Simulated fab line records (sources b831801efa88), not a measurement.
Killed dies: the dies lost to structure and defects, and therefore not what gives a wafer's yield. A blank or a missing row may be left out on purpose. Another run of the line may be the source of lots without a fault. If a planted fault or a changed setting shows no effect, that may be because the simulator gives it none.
Comparing a struck lot with a sound one | flow gf180mcu | 44 steps out of a route of 602
Sound: the wafers L161.1, L161.3, L161.4. Wafers struck: L167.1, L167.3, L167.4. The cause is named last.
Order at every step that has rows: each side's tool, ch and its chambers, its first start. Under that, the readings that differ: sound wafers | struck wafers | difference of the means | sigmas: that difference in standard deviations of wafers without a fault.
alike: readings with means less than 2 such deviations apart, plus words and numbers identical on both sides. not compared: withheld readings, readings lacking a value on some wafer, bounds such as >300 that could conceal the same value, and numbers that have no deviation in the record and whose values overlap.
The two part at a step that has a row with sigmas, a row that says differs or no value, or rows on one side only. Numbers that don't overlap but have no deviation are shown without sigmas and don't part them. A reading that every wafer of one side lacks parts them only if that side has two wafers or more.

first, 2 steps without rows for these wafers: GF_MVSD_IMPLANT_08; GF_MVSD_IMPLANT_09.
GF_MVSD_STRIP_10: strips in O2/N2.
  sound on plasma asher-01 ch 0,1, day 6 12:34; struck on plasma asher-01 ch 0,1, day 8 05:43
  alike: drypump motor current A, heater power w, o2 flow sccm, oes product au, platen temp c, strip time to endpoint s
  not compared: rf hours counter h
GF_MVSD_TW_MEAS_11:
  sound: film metro-03 at day 6 12:40; struck: film metro-02 at day 8 05:49
  alike: MVSD_TW
then, 7 steps without rows for these wafers: GF_MVPSD_DEHYDRATE_00 (time 60 s); GF_MVPSD_HMDS_01 (prime time 60 s); GF_MVPSD_COAT_02 (resist thk 3000 nm); GF_MVPSD_SOFTBAKE_03; GF_MVPSD_EXPOSE_04 (exposes mask MVPSD, target cd 1000 nm); GF_MVPSD_PEB_05; GF_MVPSD_DEVELOP_06 (develop time 60 s).
GF_MVPSD_OVL_MEAS_07:
  sound: overlay-02 at day 7 03:44; struck: overlay-02 at day 8 22:34
  alike: MVPSD_OVL
GF_MVPSD_IMPLANT_08:
  sound on implanter-04 ch 0, day 7 03:46; struck on implanter-04 ch 0, day 8 22:37
  reading            | sound              | struck            | difference | sigmas
  tilt deg (degrees) | 0.009 -0.025 0.004 | 3.735 3.748 3.722 | +3.739     | +99 or more
following that, these wafers have no rows for 1 step: GF_MVPSD_IMPLANT_09.
GF_MVPSD_STRIP_10: strips in O2/N2.
  sound on plasma asher-01 ch 0,1, day 7 04:04; struck on plasma asher-02 ch 0,1, day 8 22:55
  alike: drypump motor current A, heater power w, o2 flow sccm, oes product au, platen temp c, strip time to endpoint s
  not compared: rf hours counter h
GF_MVPSD_TW_MEAS_11:
  sound: film metro-02 at day 7 04:10; struck: film metro-02 at day 8 23:01
  reading  | sound             | struck            | difference | sigmas
  MVPSD_TW | 555.5 556.9 555.4 | 609.0 613.6 612.0 | +55.6      | +23
then, 7 steps without rows for these wafers: GF_VT_IMPLANT_DEHYDRATE_00 (time 60 s); GF_VT_IMPLANT_HMDS_01 (prime time 60 s); GF_VT_IMPLANT_COAT_02 (resist thk 1000 nm); GF_VT_IMPLANT_SOFTBAKE_03 (time 60 s); GF_VT_IMPLANT_EXPOSE_04 (exposes mask LVPWELL LV AREA, target cd 600 nm); GF_VT_IMPLANT_PEB_05; GF_VT_IMPLANT_DEVELOP_06 (develop time 60 s).
GF_VT_IMPLANT_OVL_MEAS_07:
  sound: overlay-01 at day 7 19:29; struck: overlay-02 at day 9 15:59
  alike: VT_IMPLANT_OVL
following that, these wafers have no rows for 1 step: GF_VT_IMPLANT_IMPLANT_08.
GF_VT_IMPLANT_STRIP_09: strips in O2/N2.
  sound on plasma asher-02 ch 0,1, day 7 19:41; struck on plasma asher-03 ch 0,1, day 9 16:10
  alike: drypump motor current A, heater power w, o2 flow sccm, oes product au, platen temp c, strip time to endpoint s
  not compared: rf hours counter h
GF_VT_IMPLANT_TW_MEAS_10:
  sound: film metro-01 at day 7 19:47; struck: film metro-02 at day 9 16:16
  alike: VT_IMPLANT_TW
then, 7 steps without rows for these wafers: GF_VT_IMPLANT_DEHYDRATE_11 (time 60 s); GF_VT_IMPLANT_HMDS_12 (prime time 60 s); GF_VT_IMPLANT_COAT_13 (resist thk 1000 nm); GF_VT_IMPLANT_SOFTBAKE_14 (time 60 s); GF_VT_IMPLANT_EXPOSE_15 (exposes mask Nwell LV AREA, target cd 860 nm); GF_VT_IMPLANT_PEB_16; GF_VT_IMPLANT_DEVELOP_17 (develop time 60 s).
GF_VT_IMPLANT_OVL_MEAS_18:
  sound: overlay-02 at day 8 12:13; struck: overlay-02 at day 10 09:11
  alike: VT_IMPLANT_01_OVL
following that, these wafers have no rows for 1 step: GF_VT_IMPLANT_IMPLANT_19.
GF_VT_IMPLANT_STRIP_20: strips in O2/N2.
  sound on plasma asher-04 ch 0,1, day 8 12:24; struck on plasma asher-03 ch 0,1, day 10 09:22
  alike: drypump motor current A, heater power w, o2 flow sccm, oes product au, platen temp c, strip time to endpoint s
  not compared: rf hours counter h
GF_VT_IMPLANT_TW_MEAS_21:
  sound: film metro-01 at day 8 12:30; struck: film metro-02 at day 10 09:28
  alike: VT_IMPLANT_2_TW
then, 4 steps without rows for these wafers: GF_VT_IMPLANT_DEHYDRATE_22 (time 60 s); GF_VT_IMPLANT_HMDS_23 (prime time 60 s); GF_VT_IMPLANT_COAT_24 (resist thk 1000 nm); GF_VT_IMPLANT_SOFTBAKE_25 (time 60 s).
GF_VT_IMPLANT_RS_MEAS_49: the measuring method here is four-point-probe.
  sound: film metro-03 at day 9 22:42; struck: film metro-02 at day 11 23:21
  reading           | sound          | struck         | difference | sigmas
  MVPSD_RS (ohm/sq) | 1168 1169 1166 | 1336 1336 1337 | +169       | +48
following that, these wafers have no rows for 1 step: GF_PASSIVATION_PROBE_99.

WHERE THEY PART
Last at GF_VT_IMPLANT_RS_MEAS_49 as far as this record goes, first at GF_MVPSD_IMPLANT_08.

WHY: what the simulator had put in
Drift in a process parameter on implanter-04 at GF_MVPSD_IMPLANT_08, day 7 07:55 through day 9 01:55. Setting tilt deg shifted by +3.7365 from 0. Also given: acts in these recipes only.
